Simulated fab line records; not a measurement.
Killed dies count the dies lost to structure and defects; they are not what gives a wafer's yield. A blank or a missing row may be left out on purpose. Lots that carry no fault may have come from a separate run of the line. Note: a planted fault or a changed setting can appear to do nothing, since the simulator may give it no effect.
Chamber matching	flow sky130	SKY_PASSIVATION_CVD_00 on pecvd-02 has 3 sister chambers
The step deposits SiO2, target thk 90 nm. 6 wafers are shown with their chamber, then 7 later ones without.

WAFERS, EACH WITH ITS CHAMBER
wafer	chamber	heater_power_w (W)
L588.3	2	695
L588.5	2	682
L593.3	1	692
L593.4	0	703
L601.2	0	736
L601.3	1	659

WAFERS WITHOUT THEIR CHAMBER
wafer	heater_power_w (W)
L601.6	665
L604.1	701
L604.3	764
L604.6	745
L607.3	626
L607.4	755
L607.5	681

EACH ONE'S CHAMBER
wafer	from the rows above	in truth
L601.6	can't be placed: 1 or 2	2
L604.1	can't be placed: 2 or 0 or 1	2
L604.3	can't be placed: 0 or 2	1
L604.6	can't be placed: 0 or 2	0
L607.3	can't be placed: 1 or 2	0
L607.4	can't be placed: 0 or 2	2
L607.5	can't be placed: 1 or 2 or 0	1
Correct placement for 0 of the 7. Unplaceable from these rows: 7, with the true chamber sitting among the candidates in 5. Placed wrongly: 0.
How it was worked out, from the rows above alone: a wafer's distance from a chamber is the root of the sum, over the readings, of the square of ((its reading less the chamber's mean) divided by the reading's scatter). If the next closest chamber is less than 2 further off than the closest, the wafer can't be placed; otherwise it belongs to the closest. For every chamber, the mean is computed from those of its wafers that are shown. How the scatter is found: for the shown wafers, subtract from each reading the mean of its chamber, square and add these, divide the total by (wafers less chambers), then take the root.
